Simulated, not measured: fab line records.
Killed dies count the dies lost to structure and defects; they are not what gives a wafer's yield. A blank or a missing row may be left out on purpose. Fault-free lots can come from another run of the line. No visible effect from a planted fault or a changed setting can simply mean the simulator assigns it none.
Which tool did it? :: flow sky130 :: 13 lots with 39 wafers sampled at 7 steps, on a route of 708 steps

== WHAT EACH GAUGE READ, for each wafer ==
SKY_SONOS_ONO_CD_MEAS_13 targets a cd of 410 nm.
lot: L409
measured: day 12 17:01
on: cd_sem-02
cd_nm (nm): 411.4 410.3 412.2

lot: L412
measured: day 14 11:47
on: cd_sem-02
cd_nm (nm): 411.6 411.7 410.9

lot: L414
measured: day 15 16:45
on: cd_sem-02
cd_nm (nm): 411.4 409.4 407.7

lot: L417
measured: day 16 06:10
on: cd_sem-01
cd_nm (nm): 409.9 410.0 409.3

lot: L421
measured: day 17 12:41
on: cd_sem-01
cd_nm (nm): 409.6 409.6 407.2

lot: L424
measured: day 18 05:17
on: cd_sem-02
cd_nm (nm): 409.5 411.0 409.8

lot: L425
measured: day 18 15:01
on: cd_sem-02
cd_nm (nm): 411.3 412.1 412.1

lot: L426
measured: day 18 20:10
on: cd_sem-01
cd_nm (nm): 408.6 405.2 407.7

lot: L427
measured: day 19 06:18
on: cd_sem-01
cd_nm (nm): 410.0 408.6 410.1

lot: L428
measured: day 19 09:26
on: cd_sem-02
cd_nm (nm): 412.1 413.0 412.4

lot: L429
measured: day 19 15:19
on: cd_sem-01
cd_nm (nm): 412.6 410.1 414.9

lot: L430
measured: day 20 11:14
on: cd_sem-01
cd_nm (nm): 410.0 413.6 411.6

lot: L431
measured: day 20 16:10
on: cd_sem-01
cd_nm (nm): 412.7 411.1 410.9

SKY_RES_PROTECT_TW_MEAS_08.
lot: L409
measured: day 15 06:27
on: film_metro-01
POLY_GATE_TW: 4043 4063 4068

lot: L412
measured: day 17 00:55
on: film_metro-01
POLY_GATE_TW: 4111 4091 4113

lot: L414
measured: day 18 11:14
on: film_metro-04
POLY_GATE_TW: 4066 4073 4046

lot: L417
measured: day 19 03:53
on: film_metro-01
POLY_GATE_TW: 4033 4070 4073

lot: L421
measured: day 20 09:59
on: film_metro-03
POLY_GATE_TW: 4021 4065 4026

lot: L424
measured: day 21 01:14
on: film_metro-03
POLY_GATE_TW: 4005 4034 4027

lot: L425
measured: day 21 09:34
on: film_metro-04
POLY_GATE_TW: 4091 4086 4068

lot: L426
measured: day 21 15:32
on: film_metro-01
POLY_GATE_TW: 4078 4061 4051

lot: L427
measured: day 22 01:44
on: film_metro-04
POLY_GATE_TW: 4048 4066 4063

lot: L428
measured: day 22 03:38
on: film_metro-03
POLY_GATE_TW: 4052 4057 4063

lot: L429
measured: day 22 10:53
on: film_metro-04
POLY_GATE_TW: 4069 4078 4087

lot: L430
measured: day 23 06:19
on: film_metro-03
POLY_GATE_TW: 4034 4031 4016

lot: L431
measured: day 23 09:56
on: film_metro-04
POLY_GATE_TW: 4061 4092 4079

SKY_POLY_GATE_CD_MEAS_13 targets a cd of 150 nm.
lot: L409
measured: day 16 15:34
on: cd_sem-02
cd_nm (nm): 151.1 150.7 151.2

lot: L412
measured: day 18 07:23
on: cd_sem-02
cd_nm (nm): 148.0 148.1 148.4

lot: L414
measured: day 19 20:09
on: cd_sem-01
cd_nm (nm): 148.7 148.5 149.2

lot: L417
measured: day 20 13:48
on: cd_sem-01
cd_nm (nm): 149.8 151.0 149.5

lot: L421
measured: day 21 17:56
on: cd_sem-02
cd_nm (nm): 148.2 148.0 149.3

lot: L424
measured: day 22 09:38
on: cd_sem-01
cd_nm (nm): 149.4 150.1 149.7

lot: L425
measured: day 22 17:08
on: cd_sem-02
cd_nm (nm): 152.1 151.6 151.1

lot: L426
measured: day 22 23:26
on: cd_sem-01
cd_nm (nm): 150.9 149.6 150.5

lot: L427
measured: day 23 09:06
on: cd_sem-02
cd_nm (nm): 150.2 151.0 150.1

lot: L428
measured: day 23 11:26
on: cd_sem-02
cd_nm (nm): 146.1 147.2 146.9

lot: L429
measured: day 23 17:50
on: cd_sem-01
cd_nm (nm): 150.4 148.6 149.1

lot: L430
measured: day 24 14:41
on: cd_sem-02
cd_nm (nm): 147.7 148.1 149.5

lot: L431
measured: day 24 17:14
on: cd_sem-02
cd_nm (nm): 149.5 150.6 149.9

SKY_LDD_N_OVL_MEAS_07.
lot: L409
measured: day 17 23:35
on: overlay-01
LDD_N_OVL (nm): 1.0 0.4 1.7

lot: L412
measured: day 19 15:37
on: overlay-02
LDD_N_OVL (nm): -1.0 -1.4 -0.6

lot: L414
measured: day 21 05:38
on: overlay-01
LDD_N_OVL (nm): -0.9 -1.3 -1.2

lot: L417
measured: day 21 22:20
on: overlay-02
LDD_N_OVL (nm): - - -

lot: L421
measured: day 23 02:17
on: overlay-01
LDD_N_OVL (nm): -1.9 -1.7 -2.1

lot: L424
measured: day 23 16:49
on: overlay-01
LDD_N_OVL (nm): -2.2 -2.5 -2.1

lot: L425
measured: day 24 00:17
on: overlay-02
LDD_N_OVL (nm): 3.6 4.7 3.1

lot: L426
measured: day 24 06:59
on: overlay-01
LDD_N_OVL (nm): -0.5 -2.4 -0.9

lot: L427
measured: day 24 16:59
on: overlay-02
LDD_N_OVL (nm): -0.3 0.2 -0.6

lot: L428
measured: day 24 19:25
on: overlay-02
LDD_N_OVL (nm): 3.6 3.9 3.6

lot: L429
measured: day 25 01:44
on: overlay-01
LDD_N_OVL (nm): 0.0 0.8 0.4

lot: L430
measured: day 25 21:56
on: overlay-01
LDD_N_OVL (nm): 0.4 -0.4 0.0

lot: L431
measured: day 26 00:14
on: overlay-01
LDD_N_OVL (nm): -3.4 -4.4 -3.6

SKY_LDD_N_TW_MEAS_17.
lot: L409
measured: day 18 00:56
on: film_metro-01
LDD_N_TW: 2634 2620 2623

lot: L412
measured: day 19 16:58
on: film_metro-01
LDD_N_TW: 2596 2624 2623

lot: L414
measured: day 21 06:58
on: film_metro-01
LDD_N_TW: 2605 2610 2581

lot: L417
measured: day 21 23:40
on: film_metro-04
LDD_N_TW: 30 30 30

lot: L421
measured: day 23 03:37
on: film_metro-01
LDD_N_TW: 2609 2593 2614

lot: L424
measured: day 23 18:10
on: film_metro-01
LDD_N_TW: 2617 2611 2608

lot: L425
measured: day 24 01:37
on: film_metro-04
LDD_N_TW: 2622 2613 2602

lot: L426
measured: day 24 08:19
on: film_metro-01
LDD_N_TW: 2612 2616 2594

lot: L427
measured: day 24 18:19
on: film_metro-02
LDD_N_TW: 2581 2580 2603

lot: L428
measured: day 24 20:46
on: film_metro-01
LDD_N_TW: 2601 2610 2605

lot: L429
measured: day 25 03:04
on: film_metro-02
LDD_N_TW: 2570 2587 2576

lot: L430
measured: day 25 23:17
on: film_metro-02
LDD_N_TW: 2575 2577 2581

lot: L431
measured: day 26 01:34
on: film_metro-04
LDD_N_TW: 2608 2591 2608

SKY_LDD_P_TW_MEAS_11.
lot: L409
measured: day 19 07:49
on: film_metro-03
LDD_P_TW: 636 637 636

lot: L412
measured: day 21 00:11
on: film_metro-01
LDD_P_TW: 639 638 639

lot: L414
measured: day 22 13:57
on: film_metro-03
LDD_P_TW: 638 639 638

lot: L417
measured: day 23 05:39
on: film_metro-02
LDD_P_TW: 2593 2598 2611

lot: L421
measured: day 24 09:14
on: film_metro-01
LDD_P_TW: 640 642 640

lot: L424
measured: day 25 00:14
on: film_metro-02
LDD_P_TW: 634 632 630

lot: L425
measured: day 25 07:29
on: film_metro-03
LDD_P_TW: 633 637 634

lot: L426
measured: day 25 14:53
on: film_metro-03
LDD_P_TW: 635 633 637

lot: L427
measured: day 25 23:56
on: film_metro-02
LDD_P_TW: 631 636 630

lot: L428
measured: day 26 01:38
on: film_metro-03
LDD_P_TW: 635 638 634

lot: L429
measured: day 26 08:08
on: film_metro-02
LDD_P_TW: 631 629 631

lot: L430
measured: day 27 04:10
on: film_metro-01
LDD_P_TW: 642 645 642

lot: L431
measured: day 27 06:35
on: film_metro-01
LDD_P_TW: 644 643 642

== WHAT TOOL EACH LOT RAN ON (gives the tool, then ch and the chambers of the sampled wafers, and finally the start) ==
lot: L409
SKY_LDD_N_EXPOSE_04: iline_stepper-02 ch 0, day 17 08:40

lot: L412
SKY_LDD_N_EXPOSE_04: iline_stepper-01 ch 0, day 19 00:19

lot: L414
SKY_LDD_N_EXPOSE_04: iline_stepper-02 ch 0, day 20 14:45

lot: L417
SKY_LDD_N_EXPOSE_04: iline_stepper-01 ch 0, day 21 07:16

lot: L421
SKY_LDD_N_EXPOSE_04: iline_stepper-01 ch 0, day 22 11:39

lot: L424
SKY_LDD_N_EXPOSE_04: iline_stepper-01 ch 0, day 23 02:14

lot: L425
SKY_LDD_N_EXPOSE_04: iline_stepper-02 ch 0, day 23 10:02

lot: L426
SKY_LDD_N_EXPOSE_04: iline_stepper-01 ch 0, day 23 16:20

lot: L427
SKY_LDD_N_EXPOSE_04: iline_stepper-01 ch 0, day 24 01:44

lot: L428
SKY_LDD_N_EXPOSE_04: iline_stepper-02 ch 0, day 24 04:29

lot: L429
SKY_LDD_N_EXPOSE_04: iline_stepper-02 ch 0, day 24 10:53

lot: L430
SKY_LDD_N_EXPOSE_04: iline_stepper-01 ch 0, day 25 07:46

lot: L431
SKY_LDD_N_EXPOSE_04: iline_stepper-01 ch 0, day 25 10:11
- SKY_LDD_N_EXPOSE_04: exposes mask NTM, target cd 840 nm.

== WHAT THE TOOLS THEMSELVES READ (means of the sampled wafers that have a number; where no wafer has one, the mark that the record gives instead) ==
The record holds no such reading with a usual standard deviation.

== THE ANSWER, worked out from the rows above alone ==
Rule: the lots themselves supply what counts as usual. Put in order of their means at a reading, lots are off if they are a third of the lots or fewer, leave a main group of 4 or more, and stand apart from it by a gap of 3 or more times the standard deviation of the main group's means; of several such gaps the widest counts. A main group whose means are all the same, to the digits that the tables above print for the reading, isn't used. A lot without any number at a reading at which 4 lots or more have one is off too. All remaining lots with rows at the step are treated as sound. The gauges are gone through in route order, then the tools' own readings, and for those a lot's mean is taken as printed above. The first step at which some lot is off is used, and at that step the reading that is off furthest; a lot without a number counts as furthest.
Off: at SKY_LDD_N_OVL_MEAS_07 (LDD_N_OVL), L417. Without a number there: L417. The main group has a mean of -0.2 nm with a standard deviation of 2.2.
A tool fits if, at a process step before that reading, it ran every lot that is off, and no sound lot after the first of them. The gauges at SKY_LDD_N_OVL_MEAS_07 aren't tried: what is off there is off at SKY_LDD_N_TW_MEAS_17 too, on other tools, and a gauge's error can't cause that. Of those tried, none fits.

== WHAT THE SIMULATOR HAD INSERTED ==
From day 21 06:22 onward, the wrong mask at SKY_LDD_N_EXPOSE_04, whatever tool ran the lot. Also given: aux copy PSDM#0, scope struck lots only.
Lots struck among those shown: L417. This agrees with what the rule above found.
